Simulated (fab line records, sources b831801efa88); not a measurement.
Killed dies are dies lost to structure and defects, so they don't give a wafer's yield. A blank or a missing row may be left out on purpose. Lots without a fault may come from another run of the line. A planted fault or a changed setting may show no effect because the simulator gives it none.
fab line records | flow sfq_line
record lots=5 wafers=23
route steps=325 shown JJ@188 M5@199 R5@221 M6@255 I7@301 M8@313
start_h: hours from the record's first day to the start of the lot's first wafer shown | wait_h: hours since the lot's step before | " the same as in the row above | L1.1+2: a row that stands for several wafers | - no value, or no start given | * or withheld: withheld | < > ~ a bound
route shown NAME@n: a module of which the file shows steps, and the number in the route of the first | usual: mean/standard deviation of fault-free wafers | same: alike in all rows | chamber/n: place in a boat | sites: the reading at each site | _std_site: their standard deviation | _edge_site: outer sites' mean less inner sites' | radius_mm: how far each site lies from the wafer's centre | mask NAME#n: copy n | behind: the tool/chamber that last shaped the wafer | hold: why the lot was held/for how many hours/how that ended | device: the transistor (n, p or np) that didn't switch | end of line: the same wafers' tests at the end of the route | a step without rows: its recipe alone | killed: dies lost to structure and defects at the first sort, not the wafer's yield | map: a wafer's dies, x killed, . not, _ none there
set.NAME: the setting as run; set.NAME@STEP: as run at that earlier step | model.NAME: the simulator's own value behind a step, which no gauge read
lots whose settings were changed on purpose; a table a step, a row a wafer
## steps
# step SFQ_TRILAYER_JJ_CE_LITHO_EXPOSE_115
# recipe mask_id=J5 na=0.6 source_shape=conventional sigma_outer=0.65 target_cd_nm=700 dose_mj=14.4
# columns lot.wafer tool chamber start_h wait_h mask set.dose_mj
L074.1+4+6 krf_scanner-01 0 991.93 - J5#0 14.4
L077.1+2+4+5+6 krf_scanner-01 0 1008.73 - J5#0 14.4
L080.1+2+5 krf_scanner-01 0 1037.08 - J5#0 14.4
L080.3+6 " 0 " " J5#0 15.29
L081.2+3 krf_scanner-01 0 1048.08 - J5#0 14.4
L081.4+5+6 " 0 " " J5#0 14.02
L083.1+2 krf_scanner-01 0 1055.08 - J5#0 14.4
L083.3+4+6 " 0 " " J5#0 15.14
# step SFQ_TRILAYER_JJ_CE_LITHO_PEB_117
# recipe peb_temp_c=115 peb_time_s=60 resist=KrF
# step SFQ_TRILAYER_JJ_CE_LITHO_DEVELOP_116
# recipe time_s=60 resist=KrF
# step SFQ_TRILAYER_JJ_CE_METRO_MEASURE_117
# usual cd_nm=699.7/1.1
# columns lot.wafer tool chamber start_h wait_h set.dose_mj@TRILAYER_JJ_CE_LITHO_EXPOSE_115 cd_nm
L074.1 cd_sem-01 - 993.47 0.0 14.4 700.8
L074.4 " - " " 14.4 699.0
L074.6 " - " " 14.4 699.5
L077.1 cd_sem-02 - 1010.27 0.0 14.4 701.2
L077.2 " - " " 14.4 700.6
L077.4 " - " " 14.4 701.0
L077.5 " - " " 14.4 700.4
L077.6 " - " " 14.4 699.9
L080.1 cd_sem-01 - 1038.62 0.0 14.4 699.4
L080.2 " - " " 14.4 699.8
L080.3 " - " " 15.29 690.9
L080.5 " - " " 14.4 699.6
L080.6 " - " " 15.29 690.2
L081.2 cd_sem-01 - 1049.62 0.2 14.4 699.7
L081.3 " - " " 14.4 699.0
L081.4 " - " " 14.02 703.3
L081.5 " - " " 14.02 703.6
L081.6 " - " " 14.02 704.2
L083.1 cd_sem-01 - 1056.62 0.0 14.4 699.1
L083.2 " - " " 14.4 697.6
L083.3 " - " " 15.14 692.3
L083.4 " - " " 15.14 691.1
L083.6 " - " " 15.14 689.9
# step SFQ_TRILAYER_JJ_CE_BARC_OPEN_RIE_150
# recipe mask_material=PR chemistry=O2 target_depth_nm=240 target=BARC icp_w=600 bias_w=80 pressure_mtorr=10 time_s=80
# columns lot.wafer tool chamber start_h wait_h set.dose_mj@TRILAYER_JJ_CE_LITHO_EXPOSE_115 model.JJ.cd_nm
L074.1 rie_metal-04 1 994.67 1.0 14.4 700.8
L074.4 " 0 " " 14.4 699.8
L074.6 " 1 " " 14.4 699.9
L077.1+5 rie_metal-04 1 1011.47 1.0 14.4 699.9
L077.2 " 0 " " 14.4 699.6
L077.4 " 0 " " 14.4 699.3
L077.6 " 0 " " 14.4 698.7
L080.1 rie_metal-04 1 1039.82 1.0 14.4 699.9
L080.2 " 0 " " 14.4 700.5
L080.3 " 0 " " 15.29 689.8
L080.5 " 0 " " 14.4 699.4
L080.6 " 1 " " 15.29 690.8
L081.2 rie_metal-03 0 1050.62 0.8 14.4 698
L081.3 " 1 " " 14.4 697.2
L081.4 " 0 " " 14.02 702.7
L081.5 " 0 " " 14.02 701.7
L081.6 " 1 " " 14.02 703.5
L083.1 rie_metal-04 0 1057.82 1.0 14.4 698.7
L083.2 " 1 " " 14.4 697.4
L083.3 " 0 " " 15.14 692
L083.4 " 1 " " 15.14 691.1
L083.6 " 1 " " 15.14 688.9
# step SFQ_TRILAYER_JJ_CE_ETCH_RIE_118
# recipe target=Nb stop_on=Al2O3 mask_material=PR taper_deg=13.257 over_etch_frac=0.15 time_s=97.7 chemistry=SF6 target_depth_nm=170 icp_w=600 bias_w=82.69 pressure_mtorr=10
# columns lot.wafer tool chamber start_h wait_h set.dose_mj@TRILAYER_JJ_CE_LITHO_EXPOSE_115 model.JJ.cd_nm
L074.1 rie_metal-04 1 994.76 0.1 14.4 700.6
L074.4 " 0 " " 14.4 698
L074.6 " 1 " " 14.4 699.5
L077.1 rie_metal-04 1 1011.56 0.1 14.4 698.9
L077.2 " 0 " " 14.4 698
L077.4 " 0 " " 14.4 697.7
L077.5 " 1 " " 14.4 699.2
L077.6 " 0 " " 14.4 697.2
L080.1 rie_metal-04 1 1039.91 0.1 14.4 700.1
L080.2 " 0 " " 14.4 699.9
L080.3 " 0 " " 15.29 689.5
L080.5 " 0 " " 14.4 699
L080.6 " 1 " " 15.29 690.5
L081.2 rie_metal-03 0 1050.71 0.1 14.4 696.9
L081.3 " 1 " " 14.4 698.2
L081.4 " 0 " " 14.02 702.1
L081.5 " 0 " " 14.02 701.3
L081.6 " 1 " " 14.02 704.4
L083.1 rie_metal-04 0 1057.91 0.1 14.4 698.4
L083.2 " 1 " " 14.4 697
L083.3 " 0 " " 15.14 692.1
L083.4 " 1 " " 15.14 691.5
L083.6 " 1 " " 15.14 690
# step SFQ_TRILAYER_M5_LITHO_COAT_123
# recipe resist=KrF spin_rpm=3000 resist_thk_nm=600
# columns lot.wafer tool chamber start_h wait_h set.spin_rpm model.KrF_of_TRILAYER_M5_LITHO_COAT_123.thk_nm
L074.1+6 litho_track-03 0 997.29 0.2 3000 602.4
L074.4 " 0 " " 3000 600.9
L077.1 litho_track-03 0 1013.26 0.2 2789 623.1
L077.2 " 0 " " 2789 624.2
L077.4 " 0 " " 3000 599.7
L077.5 " 0 " " 2789 621.4
L077.6 " 0 " " 3000 600.1
L080.1 litho_track-01 0 1041.59 0.2 3000 598.5
L080.2 " 0 " " 3000 598.7
L080.3 " 0 " " 3000 599.6
L080.5 " 0 " " 3000 600.3
L080.6 " 0 " " 3000 599.2
L081.2 litho_track-02 0 1052.44 0.2 2897 611.4
L081.3 " 0 " " 3000 599.4
L081.4 " 0 " " 2897 610.6
L081.5 " 0 " " 2897 612.1
L081.6 " 0 " " 3000 600.4
L083.1 litho_track-03 0 1059.79 0.2 3000 602.5
L083.2 " 0 " " 3000 598.9
L083.3+4 " 0 " " 3000 601.6
L083.6 " 0 " " 3000 600.3
# step SFQ_TRILAYER_M5_LITHO_SOFTBAKE_127
# recipe temp_c=withheld time_s=withheld resist=KrF
# step SFQ_TRILAYER_M5_LITHO_EXPOSE_124
# recipe mask_id=M5 na=0.6 source_shape=conventional sigma_outer=0.65 target_cd_nm=700 dose_mj=14.4
# step SFQ_TRILAYER_M5_BARC_OPEN_METAL_ETCH_161
# recipe mask_material=PR chemistry=O2 target_depth_nm=125 target=BARC icp_w=600 bias_w=80 pressure_mtorr=10 time_s=41.7
# step SFQ_TRILAYER_M5_ETCH_METAL_ETCH_126
# recipe target=Nb stop_on=SiO2 mask_material=PR over_etch_frac=0.15 time_s=203.2 chemistry=Cl2/BCl3 target_depth_nm=265 icp_w=600 bias_w=80 pressure_mtorr=10
# columns lot.wafer tool chamber start_h wait_h set.spin_rpm@TRILAYER_M5_LITHO_COAT_123 model.KrF_of_TRILAYER_M5_LITHO_COAT_123.thk_nm
L074.1 rie_metal-02 1 1029.64 0.0 3000 374.6
L074.4 " 0 " " 3000 373.4
L074.6 " 1 " " 3000 376.8
L077.1 rie_metal-02 1 1045.24 0.0 2789 397.8
L077.2 " 0 " " 2789 395.5
L077.4 " 0 " " 3000 372.2
L077.5 " 1 " " 2789 394.1
L077.6 " 0 " " 3000 370.6
L080.1+2 rie_metal-04 0,1 1062.04 0.0 3000 374
L080.3 " 1 " " 3000 374.4
L080.5 " 1 " " 3000 375.8
L080.6 " 0 " " 3000 374.6
L081.2 rie_metal-04 0 1070.44 0.0 2897 385
L081.3+6 " 0 " " 3000 373.3
L081.4 " 1 " " 2897 384.9
L081.5 " 1 " " 2897 385.6
L083.1 rie_metal-02 1 1078.84 0.0 3000 376.4
L083.2 " 0 " " 3000 371.5
L083.3 " 0 " " 3000 374
L083.4 " 1 " " 3000 374.7
L083.6 " 1 " " 3000 374.3
# step SFQ_TRILAYER_R5_LITHO_PEB_139
# recipe peb_temp_c=115 peb_time_s=60 resist=KrF
# columns lot.wafer tool chamber start_h wait_h set.peb_time_s
L074.1+4+6 litho_track-02 0 1183.76 1.0 60
L077.1+2+4+5+6 litho_track-02 0 1201.97 1.0 60
L080.1+2 litho_track-01 0 1223.57 1.0 52.75
L080.3+5+6 " 0 " " 60
L081.2+3+4+5+6 litho_track-02 0 1227.19 0.8 60
L083.1+4 litho_track-02 0 1240.49 1.0 54.56
L083.2+3+6 " 0 " " 60
# step SFQ_TRILAYER_R5_LITHO_DEVELOP_138
# recipe time_s=60 resist=KrF
# step SFQ_TRILAYER_R5_BARC_OPEN_METAL_ETCH_177
# recipe mask_material=PR chemistry=O2 target_depth_nm=125 target=BARC icp_w=600 bias_w=80 pressure_mtorr=10 time_s=41.7
# columns lot.wafer tool chamber start_h wait_h set.peb_time_s@TRILAYER_R5_LITHO_PEB_139 model.R5.cd_nm
L074.1 rie_metal-01 0 1184.10 0.0 60 500.1
L074.4 " 1 " " 60 501.1
L074.6 " 0 " " 60 499.3
L077.1 rie_metal-01 1 1202.30 0.0 60 501.1
L077.2+5 " 0 " " 60 499.6
L077.4 " 0 " " 60 498.4
L077.6 " 1 " " 60 499.9
L080.1 rie_metal-01 0 1223.90 0.0 52.75 520.3
L080.2 " 1 " " 52.75 521.6
L080.3 " 1 " " 60 502.2
L080.5 " 0 " " 60 501.9
L080.6 " 1 " " 60 501.4
L081.2 rie_metal-04 1 1227.50 0.0 60 501.4
L081.3+5+6 " 0,0,1 " " 60 500.9
L081.4 " 1 " " 60 501.1
L083.1+4 rie_metal-02 0 1240.83 0.0 54.56 515.9
L083.2 " 1 " " 60 503.2
L083.3 " 1 " " 60 503
L083.6 " 1 " " 60 502.5
# step SFQ_TRILAYER_M6_LITHO_COAT_164
# recipe resist=BARC spin_rpm=3000 resist_thk_nm=62
# columns lot.wafer tool chamber start_h wait_h set.resist_thk_nm model.BARC_of_TRILAYER_M6_LITHO_COAT_164.thk_nm
L074.1 litho_track-02 0 1308.97 0.1 62 62.1
L074.4 " 0 " " 62 62.19
L074.6 " 0 " " 62 62.14
L077.1 litho_track-01 0 1330.57 0.1 62 61.86
L077.2 " 0 " " 60.29 60.23
L077.4 " 0 " " 62 62.02
L077.5 " 0 " " 62 61.94
L077.6 " 0 " " 60.29 60.1
L080.1 litho_track-03 0 1370.20 0.1 63.22 62.89
L080.2 " 0 " " 62 61.86
L080.3 " 0 " " 63.22 63.03
L080.5 " 0 " " 63.22 63.3
L080.6 " 0 " " 62 61.84
L081.2 litho_track-01 0 1371.59 0.1 63.52 63.48
L081.3 " 0 " " 62 62.03
L081.4 " 0 " " 63.52 63.5
L081.5 " 0 " " 62 61.92
L081.6 " 0 " " 63.52 63.66
L083.1 litho_track-02 0 1374.65 0.1 62 62.11
L083.2 " 0 " " 60.71 61.16
L083.3 " 0 " " 62 62.2
L083.4 " 0 " " 60.71 60.8
L083.6 " 0 " " 62 62.34
# step SFQ_TRILAYER_M6_LITHO_COAT_159
# recipe resist=KrF spin_rpm=3000 resist_thk_nm=600
# columns lot.wafer tool chamber start_h wait_h set.resist_thk_nm model.KrF_of_TRILAYER_M6_LITHO_COAT_159.thk_nm
L074.1 litho_track-02 0 1309.27 0.2 600 597.6
L074.4 " 0 " " 600 599.8
L074.6 " 0 " " 600 599.7
L077.1 litho_track-01 0 1330.87 0.2 620.5 619.7
L077.2 " 0 " " 620.5 616.8
L077.4 " 0 " " 600 600
L077.5 " 0 " " 600 596.9
L077.6 " 0 " " 600 598.4
L080.1 litho_track-03 0 1370.50 0.2 600 596.5
L080.2 " 0 " " 600 598.4
L080.3 " 0 " " 587.9 586.7
L080.5 " 0 " " 587.9 585.3
L080.6 " 0 " " 600 598.5
L081.2 litho_track-01 0 1371.89 0.2 615.9 614.2
L081.3 " 0 " " 615.9 612.8
L081.4 " 0 " " 600 597.3
L081.5 " 0 " " 615.9 611.9
L081.6 " 0 " " 600 599
L083.1 litho_track-02 0 1374.95 0.2 600 599.2
L083.2 " 0 " " 600 599.8
L083.3 " 0 " " 571.4 569.8
L083.4 " 0 " " 600 597.8
L083.6 " 0 " " 571.4 569.6
# step SFQ_TRILAYER_M6_ETCH_METAL_ETCH_162
# recipe target=Nb stop_on=SiO2 mask_material=PR chemistry=Cl2/Ar target_depth_nm=240 icp_w=600 bias_w=80 pressure_mtorr=10 time_s=120
# columns lot.wafer tool chamber start_h wait_h set.icp_w set.resist_thk_nm@TRILAYER_M6_LITHO_COAT_159 model.KrF_of_TRILAYER_M6_LITHO_COAT_159.thk_nm
L074.1 rie_metal-04 1 1446.90 0.0 600 600 379.7
L074.4 " 1 " " 600 600 383.7
L074.6 " 0 " " 600 600 385.8
L077.1 rie_metal-02 1 1468.62 0.0 600 620.5 399.4
L077.2 " 0 " " 600 620.5 401.2
L077.4 " 0 " " 600 600 385.1
L077.5 " 0 " " 573.5 600 388
L077.6 " 1 " " 573.5 600 384
L080.1 rie_metal-02 0 1498.75 0.0 600 600 381.8
L080.2 " 1 " " 600 600 380.6
L080.3 " 1 " " 600 587.9 368.2
L080.5 " 1 " " 600 587.9 368
L080.6 " 0 " " 600 600 383.5
L081.2 rie_metal-03 0 1501.15 0.0 600 615.9 396.3
L081.3 " 1 " " 600 615.9 387.3
L081.4 " 0 " " 530.5 600 394.5
L081.5 " 0 " " 530.5 615.9 409.1
L081.6 " 1 " " 600 600 373.9
L083.1 rie_metal-02 1 1505.95 0.0 600 600 379
L083.2 " 0 " " 642.8 600 374.6
L083.3 " 0 " " 600 571.4 353.3
L083.4 " 1 " " 600 600 378.5
L083.6 " 1 " " 642.8 571.4 341.2
# step SFQ_TRILAYER_I7_VIA_LITHO_COAT_187
# recipe resist=KrF spin_rpm=3000 resist_thk_nm=650
# columns lot.wafer tool chamber start_h wait_h set.resist_thk_nm model.KrF_of_TRILAYER_I7_VIA_LITHO_COAT_187.thk_nm
L074.1 litho_track-02 0 1691.85 0.2 650 648.2
L074.4 " 0 " " 650 648.5
L074.6 " 0 " " 650 648.8
L077.1 litho_track-02 0 1720.80 0.2 650 651.8
L077.2+4 " 0 " " 618.9 618
L077.5 " 0 " " 618.9 616.6
L077.6 " 0 " " 650 648.5
L080.1 litho_track-03 0 1736.58 0.2 650 649.2
L080.2 " 0 " " 650 648.5
L080.3 " 0 " " 650 648.6
L080.5+6 " 0 " " 650 649.6
L081.2 litho_track-02 0 1739.63 0.2 612.9 613.9
L081.3 " 0 " " 650 648.5
L081.4 " 0 " " 650 649.3
L081.5 " 0 " " 612.9 611
L081.6 " 0 " " 650 649.7
L083.1 litho_track-02 0 1744.18 0.2 675.5 672.8
L083.2 " 0 " " 675.5 671.7
L083.3 " 0 " " 650 645.4
L083.4 " 0 " " 650 649.1
L083.6 " 0 " " 650 647.6
# step SFQ_TRILAYER_I7_VIA_LITHO_SOFTBAKE_191
# recipe temp_c=withheld time_s=withheld resist=KrF
# step SFQ_TRILAYER_I7_VIA_LITHO_EXPOSE_188
# recipe mask_id=I7 na=0.6 source_shape=conventional sigma_outer=0.65 target_cd_nm=1000 dose_mj=21.3
# step SFQ_TRILAYER_I7_VIA_LITHO_DEVELOP_189
# recipe time_s=60 resist=KrF
# step SFQ_TRILAYER_I7_VIA_BARC_OPEN_VIA_ETCH_260
# recipe mask_material=PR chemistry=O2 target_depth_nm=125 target=BARC source_w=500 bias_w=80 pressure_mtorr=30 time_s=41.7
# columns lot.wafer tool chamber start_h wait_h set.resist_thk_nm@TRILAYER_I7_VIA_LITHO_COAT_187 model.KrF_of_TRILAYER_I7_VIA_LITHO_COAT_187.thk_nm
L074.1 rie_diel-02 1 1700.61 0.0 650 571.6
L074.4 " 0 " " 650 572.4
L074.6 " 0 " " 650 572.1
L077.1 rie_diel-03 3 1803.32 0.0 650 574.1
L077.2 " 1 " " 618.9 540.6
L077.4 " 0 " " 618.9 541
L077.5 " 0 " " 618.9 540.1
L077.6 " 3 " " 650 570.8
L080.1 rie_diel-03 3 1822.24 0.0 650 571.5
L080.2 " 2 " " 650 572.7
L080.3 " 1 " " 650 570.7
L080.5 " 3 " " 650 572
L080.6 " 1 " " 650 571.7
L081.2 rie_diel-03 0 1827.04 0.0 612.9 536.9
L081.3 " 3 " " 650 570.9
L081.4 " 2 " " 650 573.6
L081.5 " 2 " " 612.9 535.3
L081.6 " 3 " " 650 572.2
L083.1 rie_diel-03 2 1831.84 0.0 675.5 596.6
L083.2 " 1 " " 675.5 593.8
L083.3 " 1 " " 650 567.6
L083.4 " 2 " " 650 573.4
L083.6 " 2 " " 650 571.4
# step SFQ_TRILAYER_I7_VIA_ETCH_VIA_ETCH_190
# recipe target=SiO2 stop_on=Nb mask_material=PR taper_deg=20 chemistry=CHF3 target_depth_nm=260 source_w=500 bias_w=80 pressure_mtorr=30 time_s=withheld
# columns lot.wafer tool chamber start_h wait_h set.bias_w set.resist_thk_nm@TRILAYER_I7_VIA_LITHO_COAT_187 model.KrF_of_TRILAYER_I7_VIA_LITHO_COAT_187.thk_nm
L074.1 rie_diel-02 1 1700.65 0.0 80 650 527
L074.4 " 0 " " 80 650 528.2
L074.6 " 0 " " 80 650 528
L077.1 rie_diel-03 3 1803.36 0.0 80 650 528.5
L077.2 " 1 " " 80 618.9 495.2
L077.4 " 0 " " 80 618.9 496.2
L077.5 " 0 " " 80 618.9 495.5
L077.6 " 3 " " 80 650 525.7
L080.1 rie_diel-03 3 1822.28 0.0 76.9 650 527.3
L080.2 " 2 " " 80 650 529.2
L080.3 " 1 " " 80 650 525.8
L080.5 " 3 " " 76.9 650 527.9
L080.6 " 1 " " 76.9 650 527.6
L081.2 rie_diel-03 0 1827.08 0.0 80 612.9 492
L081.3 " 3 " " 80 650 525.4
L081.4 " 2 " " 80 650 529.6
L081.5 " 2 " " 80 612.9 491.8
L081.6 " 3 " " 80 650 527
L083.1 rie_diel-03 2 1831.90 0.0 80 675.5 553.1
L083.2 " 1 " " 80 675.5 548.7
L083.3 " 1 " " 73.73 650 524.1
L083.4 " 2 " " 80 650 529.8
L083.6 " 2 " " 73.73 650 529.3
# step SFQ_TRILAYER_M8_LITHO_COAT_193
# recipe resist=KrF spin_rpm=3000 resist_thk_nm=600
# columns lot.wafer tool chamber start_h wait_h set.spin_rpm model.KrF_of_TRILAYER_M8_LITHO_COAT_193.thk_nm
L074.1 litho_track-01 0 - - 3000 600.4
L074.4 " 0 " " 3000 600
L074.6 " 0 " " 3000 600.8
L077.1 litho_track-02 0 - - 3000 603.8
L077.2 " 0 " " 3176 585.2
L077.4 " 0 " " 3000 602.3
L077.5 " 0 " " 3000 602.8
L077.6 " 0 " " 3176 583.8
L080.1 litho_track-03 0 - - 3000 598.1
L080.2 " 0 " " 3191 579
L080.3 " 0 " " 3000 597.7
L080.5 " 0 " " 3191 579.2
L080.6 " 0 " " 3000 599.8
L081.2 litho_track-01 0 - - 3000 600.5
L081.3 " 0 " " 2868 613.3
L081.4 " 0 " " 3000 598.6
L081.5 " 0 " " 3000 598.7
L081.6 " 0 " " 2868 612.9
L083.1 litho_track-02 0 - - 3000 599.6
L083.2 " 0 " " 3206 582.1
L083.3 " 0 " " 3000 599.8
L083.4 " 0 " " 3206 581.5
L083.6 " 0 " " 3206 581.3
# step SFQ_TRILAYER_M8_DEP_EVAP_198
# recipe material=Pt angular_spread_deg=1 target_thk_nm=50 time_s=250 power_w=2000
# columns lot.wafer tool chamber start_h wait_h set.time_s model.Pt_of_TRILAYER_M8_DEP_EVAP_198.thk_nm
L074.1 pvd_sputter-01 - 1708.40 0.0 250 50.21
L074.4 " - " " 250 50.14
L074.6 " - " " 250 50.28
L077.1 pvd_sputter-02 - 1819.10 0.0 229.3 45.96
L077.2 " - " " 250 49.81
L077.4 " - " " 250 50.47
L077.5 " - " " 229.3 46.2
L077.6 " - " " 250 49.96
L080.1 pvd_sputter-01 - 1830.01 0.0 287.3 57.12
L080.2 " - " " 287.3 57.53
L080.3 " - " " 250 50.01
L080.5 " - " " 250 49.96
L080.6 " - " " 287.3 57.02
L081.2 pvd_sputter-02 - 1833.62 0.0 250 50.18
L081.3 " - " " 269.3 54.23
L081.4 " - " " 250 50
L081.5 " - " " 269.3 54.41
L081.6 " - " " 250 49.89
L083.1 pvd_sputter-02 - 1837.22 0.0 284.4 55.79
L083.2 " - " " 250 49.26
L083.3 " - " " 250 49.27
L083.4 " - " " 284.4 56.62
L083.6 " - " " 250 48.93
## key
split step=SFQ_TRILAYER_JJ_CE_LITHO_EXPOSE_115 setting=dose_mj stated=14.4 by=wafer
response step=SFQ_TRILAYER_JJ_CE_METRO_MEASURE_117 reading=cd_nm change=-1.47 per=1% r=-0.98
response step=SFQ_TRILAYER_JJ_CE_BARC_OPEN_RIE_150 reading=model.JJ.cd_nm change=-1.55 per=1% r=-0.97
response step=SFQ_TRILAYER_JJ_CE_ETCH_RIE_118 reading=model.JJ.cd_nm change=-1.49 per=1% r=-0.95
split step=SFQ_TRILAYER_M5_LITHO_COAT_123 setting=spin_rpm stated=3000 by=wafer
response step=SFQ_TRILAYER_M5_LITHO_COAT_123 reading=model.KrF_of_TRILAYER_M5_LITHO_COAT_123.thk_nm change=-3.28 per=1% r=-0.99
response step=SFQ_TRILAYER_M5_ETCH_METAL_ETCH_126 reading=model.KrF_of_TRILAYER_M5_LITHO_COAT_123.thk_nm change=-3.47 per=1% r=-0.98
split step=SFQ_TRILAYER_R5_LITHO_PEB_139 setting=peb_time_s stated=60 by=wafer
response step=SFQ_TRILAYER_R5_BARC_OPEN_METAL_ETCH_177 reading=model.R5.cd_nm change=-1.53 per=1% r=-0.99
split step=SFQ_TRILAYER_M6_LITHO_COAT_164 setting=resist_thk_nm stated=62 by=wafer
response step=SFQ_TRILAYER_M6_LITHO_COAT_164 reading=model.BARC_of_TRILAYER_M6_LITHO_COAT_164.thk_nm change=+0.63 per=1% r=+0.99
split step=SFQ_TRILAYER_M6_LITHO_COAT_159 setting=resist_thk_nm stated=600 by=wafer
response step=SFQ_TRILAYER_M6_LITHO_COAT_159 reading=model.KrF_of_TRILAYER_M6_LITHO_COAT_159.thk_nm change=+5.94 per=1% r=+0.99
response step=SFQ_TRILAYER_M6_ETCH_METAL_ETCH_162 reading=model.KrF_of_TRILAYER_M6_LITHO_COAT_159.thk_nm change=+5.65 per=1% r=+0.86
split step=SFQ_TRILAYER_M6_ETCH_METAL_ETCH_162 setting=icp_w stated=600 by=wafer
response none clear
split step=SFQ_TRILAYER_I7_VIA_LITHO_COAT_187 setting=resist_thk_nm stated=650 by=wafer
response step=SFQ_TRILAYER_I7_VIA_LITHO_COAT_187 reading=model.KrF_of_TRILAYER_I7_VIA_LITHO_COAT_187.thk_nm change=+6.54 per=1% r=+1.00
response step=SFQ_TRILAYER_I7_VIA_BARC_OPEN_VIA_ETCH_260 reading=model.KrF_of_TRILAYER_I7_VIA_LITHO_COAT_187.thk_nm change=+6.41 per=1% r=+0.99
response step=SFQ_TRILAYER_I7_VIA_ETCH_VIA_ETCH_190 reading=model.KrF_of_TRILAYER_I7_VIA_LITHO_COAT_187.thk_nm change=+6.26 per=1% r=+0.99
split step=SFQ_TRILAYER_I7_VIA_ETCH_VIA_ETCH_190 setting=bias_w stated=80 by=wafer
response none clear
split step=SFQ_TRILAYER_M8_LITHO_COAT_193 setting=spin_rpm stated=3000 by=wafer
response step=SFQ_TRILAYER_M8_LITHO_COAT_193 reading=model.KrF_of_TRILAYER_M8_LITHO_COAT_193.thk_nm change=-2.95 per=1% r=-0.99
split step=SFQ_TRILAYER_M8_DEP_EVAP_198 setting=time_s stated=250 by=wafer
response step=SFQ_TRILAYER_M8_DEP_EVAP_198 reading=model.Pt_of_TRILAYER_M8_DEP_EVAP_198.thk_nm change=+0.502 per=1% r=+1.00
